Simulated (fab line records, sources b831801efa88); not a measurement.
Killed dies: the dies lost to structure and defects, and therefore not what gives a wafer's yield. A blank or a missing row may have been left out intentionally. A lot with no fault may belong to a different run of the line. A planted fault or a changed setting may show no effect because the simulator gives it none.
8D (eight disciplines) problem report, filled in by code    flow sky130    the parts of the form that need people (team, actions taken, sign-off) are left out

## 1. WHAT WENT WRONG
Mean VT_ADJUST_NCORE_TW at SKY_VT_ADJUST_NCORE_TW_MEAS_11: 215.1 over 6 wafers in 2 lots; fault-free wafers: 220.8, standard deviation 1.1. Relative to the usual mean, that is a shift of -5.2 standard deviations.
The first sign was on wafer L369.1 at day 13 14:06, on film_metro-03. The record has a number at this step for 33 wafers belonging to 11 lots. By rule, "out" or "out of limits" means more than 4 standard deviations away from the usual mean. The other wafers with a number count as sound.

## 2. WHAT IT IS AND WHAT IT IS NOT
question                     is                            is not
which readings at this step  VT_ADJUST_NCORE_TW            -
which lots                   L369, L371                    L352, L353, L354, L355, L357, L358, L361, L362, L375
which wafers of those lots   all that have a number        -
read on which gauges         film_metro-01, film_metro-03  film_metro-02
when                         from day 13 14:06             up to then (24 sound wafers); but 3 sound wafers of L375 came after

## 3. THE SUSPECTS, EACH WITH WHAT RULES IT OUT
Counting: any tool at a process step up to the reading is kept as a suspect provided that every lot that is out went through it and no sound lot did after the first of them.
- the gauge at SKY_VT_ADJUST_NCORE_TW_MEAS_11 has been ruled out. The wafers that are out were read on 2 gauges (film_metro-01, film_metro-03).
- plasma_asher-04 at SKY_VT_ADJUST_LVTN_STRIP_20 (strips in O2/N2): kept. All lots that are out passed through it, beginning with L369 at day 12 12:00, and no sound lot followed; its final sound lot before that point was L355 at day 8 15:02.
- implanter-01 at SKY_VT_ADJUST_NCORE_IMPLANT_09: kept. All lots that are out passed through it, beginning with L369 at day 13 13:51, and no sound lot followed; its final sound lot before that point was L358 at day 10 11:05. Its own dose_ions_cm2 readings are out on those wafers.
Left after counting: plasma_asher-04 at SKY_VT_ADJUST_LVTN_STRIP_20, implanter-01 at SKY_VT_ADJUST_NCORE_IMPLANT_09.

## 4. THE CAUSE (what the simulator had put in)
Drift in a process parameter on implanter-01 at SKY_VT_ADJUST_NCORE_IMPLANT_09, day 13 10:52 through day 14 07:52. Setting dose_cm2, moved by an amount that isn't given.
This tool is one of the 2 suspects left after counting.

## 5. SEQUENCE OF EFFECTS, ordered by route
Each row: a reading where the mean over the struck wafers with a number is more than 3 standard deviations away from the usual. Scope: only readings with a usual standard deviation given in the record; hours: median across lots of the time from each lot's start at the first step in this table that gives one to its start at this step; sigmas: change in usual standard deviations.
hours  step                            reading             usual       on struck wafers  change       sigmas
0      SKY_VT_ADJUST_NCORE_IMPLANT_09  dose_ions_cm2       2.4005e+12  2.1802e+12        -2.2035e+11  -92
0      SKY_VT_ADJUST_NCORE_IMPLANT_09  faraday_current_uA  13.54       12.32             -1.22        -4.2
0      SKY_VT_ADJUST_NCORE_TW_MEAS_11  VT_ADJUST_NCORE_TW  220.8       215.1             -5.7         -5.2
The process steps in it:
- SKY_VT_ADJUST_NCORE_IMPLANT_09

## 6. HOW IT WOULD HAVE BEEN CAUGHT EARLIER
Counted from the fault's start at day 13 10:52, it took 3 hours until the first out-of-limits reading at a measuring or inspecting step in this record, taken at day 13 14:06.
At SKY_VT_ADJUST_NCORE_IMPLANT_09, the tool's own readings (dose_ions_cm2) were out on each struck wafer the step has a row for, so an alarm limit on them would have fired on the first such wafer.
Among the 2 lots that are out, L371 began SKY_VT_ADJUST_NCORE_IMPLANT_09 on implanter-01 after day 13 14:06. Had the tool been put on hold then, it would have been spared.
